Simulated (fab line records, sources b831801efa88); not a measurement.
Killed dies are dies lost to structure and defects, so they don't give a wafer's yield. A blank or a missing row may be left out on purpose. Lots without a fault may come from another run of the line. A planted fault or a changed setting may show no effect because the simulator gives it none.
Which tool did it? | flow gf180mcu | 12 lots, 36 wafers sampled, at 4 steps of a route of 602

WHAT THE GAUGES READ, wafer by wafer
GF_MVSD_TW_MEAS_11.
lot  | measured    | on            | MVSD_TW
L562 | day 4 08:35 | film_metro-03 | 1556 1559 1570
L563 | day 4 21:29 | film_metro-03 | 1561 1567 1566
L569 | day 6 07:45 | film_metro-02 | 1584 1581 1587
L570 | day 6 10:46 | film_metro-01 | 1599 1605 1612
L572 | day 6 23:06 | film_metro-01 | 1611 1607 1609
L573 | day 7 05:09 | film_metro-02 | 1584 1577 1586
L574 | day 7 10:42 | film_metro-03 | 1548 1560 1549
L575 | day 7 15:11 | film_metro-02 | 1581 1583 1578
L578 | day 8 07:50 | film_metro-01 | 30 30 30 30 30 30
L579 | day 8 12:18 | film_metro-01 | 30 30 30 30 30 30
L580 | day 8 19:24 | film_metro-01 | 30 30 30 30 30 30
L585 | day 9 22:20 | film_metro-01 | 1587 1603 1603

GF_CONTACT_CD_MEAS_14: target cd 220 nm.
lot  | measured     | on        | cd_nm (nm)
L562 | day 16 00:17 | cd_sem-01 | 222.8 223.4 221.6
L563 | day 17 02:25 | cd_sem-01 | 219.0 221.9 219.7
L569 | day 18 23:50 | cd_sem-01 | 220.2 218.5 220.2
L570 | day 19 08:31 | cd_sem-02 | 219.1 218.6 218.3
L572 | day 19 23:05 | cd_sem-01 | 219.2 220.2 221.4
L573 | day 20 09:35 | cd_sem-01 | 221.6 223.0 221.2
L574 | day 20 12:26 | cd_sem-01 | 222.3 221.0 221.6
L575 | day 20 20:55 | cd_sem-01 | 220.6 218.5 220.2
L585 | day 24 03:35 | cd_sem-02 | 221.4 221.7 221.8

WHICH TOOL RAN EACH LOT (tool, then ch and the chambers of the sampled wafers, then the start)
lot  | GF_LVPWELL_STRIP_10                 | GF_MVSD_STRIP_10
L562 | plasma_asher-01 ch 0,1, day 3 18:39 | plasma_asher-03 ch 0,1, day 4 08:29
L563 | plasma_asher-04 ch 0,1, day 4 07:42 | plasma_asher-04 ch 0,1, day 4 21:23
L569 | plasma_asher-01 ch 0,1, day 5 16:27 | plasma_asher-01 ch 0,1, day 6 07:39
L570 | plasma_asher-01 ch 0,1, day 5 18:47 | plasma_asher-03 ch 0,1, day 6 10:39
L572 | plasma_asher-04 ch 0,1, day 6 06:48 | plasma_asher-04 ch 0,1, day 6 23:00
L573 | plasma_asher-02 ch 0,1, day 6 12:51 | plasma_asher-03 ch 0,1, day 7 05:03
L574 | plasma_asher-02 ch 0,1, day 6 18:36 | plasma_asher-03 ch 0,1, day 7 10:36
L575 | plasma_asher-02 ch 1, day 6 23:21   | plasma_asher-01 ch 0, day 7 15:05
L578 | plasma_asher-01 ch 0,1, day 7 15:29 | plasma_asher-04 ch 0,1, day 8 07:44
L579 | plasma_asher-02 ch 0,1, day 7 19:32 | plasma_asher-04 ch 0,1, day 8 12:12
L580 | plasma_asher-02 ch 0,1, day 8 01:53 | plasma_asher-03 ch 0,1, day 8 19:18
L585 | plasma_asher-01 ch 0,1, day 9 05:18 | plasma_asher-01 ch 0,1, day 9 22:14
- GF_LVPWELL_STRIP_10: strips in O2/N2.
- GF_MVSD_STRIP_10: strips in O2/N2.

WHAT THE TOOLS THEMSELVES READ (means of the sampled wafers that have a number; where no wafer has one, the mark that the record gives instead)
GF_LVPWELL_STRIP_10.
lot  | tool            | chamber_pressure_mTorr (mTorr) | drypump_motor_current_A (A) | heater_power_w (W) | oes_product_au (a.u.) | strip_time_to_endpoint_s (s)
L562 | plasma_asher-01 | 1500.3                         | 5.8                         | 304                | 0.720                 | 37.07
L563 | plasma_asher-04 | 1500.3                         | 5.3                         | 388                | 0.725                 | 37.02
L569 | plasma_asher-01 | 1500.0                         | 5.9                         | 300                | 0.725                 | 36.92
L570 | plasma_asher-01 | 1499.7                         | 5.7                         | 299                | 0.723                 | 37.14
L572 | plasma_asher-04 | 1499.9                         | 5.3                         | 398                | 0.721                 | 36.84
L573 | plasma_asher-02 | 1499.7                         | 6.1                         | 322                | 0.722                 | 37.05
L574 | plasma_asher-02 | 1500.7                         | 6.1                         | 318                | 0.720                 | 36.98
L575 | plasma_asher-02 | 1499.6                         | 6.2                         | 331                | 0.724                 | 36.95
L578 | plasma_asher-01 | -                              | -                           | -                  | -                     | -
L579 | plasma_asher-02 | -                              | -                           | -                  | -                     | -
L580 | plasma_asher-02 | -                              | -                           | -                  | -                     | -
L585 | plasma_asher-01 | 1499.1                         | 5.7                         | 304                | 0.724                 | 36.92

GF_MVSD_STRIP_10.
lot  | tool            | chamber_pressure_mTorr (mTorr) | drypump_motor_current_A (A) | heater_power_w (W) | oes_product_au (a.u.) | strip_time_to_endpoint_s (s)
L562 | plasma_asher-03 | 1501.4                         | 6.2                         | 305                | 0.724                 | 37.06
L563 | plasma_asher-04 | 1499.5                         | 5.2                         | 353                | 0.722                 | 36.96
L569 | plasma_asher-01 | 1500.0                         | 5.8                         | 300                | 0.723                 | 36.95
L570 | plasma_asher-03 | 1498.7                         | 6.2                         | 307                | 0.725                 | 36.97
L572 | plasma_asher-04 | 1498.8                         | 5.3                         | 394                | 0.722                 | 36.99
L573 | plasma_asher-03 | 1499.5                         | 6.2                         | 312                | 0.721                 | 36.82
L574 | plasma_asher-03 | 1500.0                         | 5.9                         | 328                | 0.722                 | 36.90
L575 | plasma_asher-01 | 1499.0                         | 6.0                         | 303                | 0.724                 | 36.95
L578 | plasma_asher-04 | 1499.3                         | 5.3                         | 388                | 0.735                 | 80.96
L579 | plasma_asher-04 | 1499.6                         | 5.2                         | 346                | 0.740                 | 81.07
L580 | plasma_asher-03 | 1499.1                         | 5.9                         | 328                | 0.741                 | 81.35
L585 | plasma_asher-01 | 1499.6                         | 5.7                         | 301                | 0.725                 | 36.92

THE ANSWER, worked out from the rows above alone
Rule: what is usual is taken from the lots themselves. Put in order of their means at a reading, lots are off if they are a third of the lots or fewer, leave a main group of 4 or more, and stand apart from it by a gap of 3 or more times the standard deviation of the main group's means; of several such gaps the widest counts. A main group whose means are all the same, to the digits that the tables above print for the reading, isn't used. A lot without any number at a reading at which 4 lots or more have one is off too. The other lots that the step has rows for count as sound. The gauges are gone through in route order, then the tools' own readings, and for those a lot's mean is taken as printed above. The first step at which some lot is off is used, and at that step the reading that is off furthest; a lot without a number counts as furthest.
Off: L578, L579, L580, at GF_MVSD_TW_MEAS_11 (MVSD_TW). The main group: mean 1582, standard deviation 19.
A tool fits if, at a process step before that reading, it ran every lot that is off, and no sound lot after the first of them. The gauges at GF_MVSD_TW_MEAS_11 aren't tried: what is off there is off at GF_LVPWELL_STRIP_10 too, on other tools, and a gauge's error can't cause that. None of those tried fits.

WHAT THE SIMULATOR HAD PUT IN
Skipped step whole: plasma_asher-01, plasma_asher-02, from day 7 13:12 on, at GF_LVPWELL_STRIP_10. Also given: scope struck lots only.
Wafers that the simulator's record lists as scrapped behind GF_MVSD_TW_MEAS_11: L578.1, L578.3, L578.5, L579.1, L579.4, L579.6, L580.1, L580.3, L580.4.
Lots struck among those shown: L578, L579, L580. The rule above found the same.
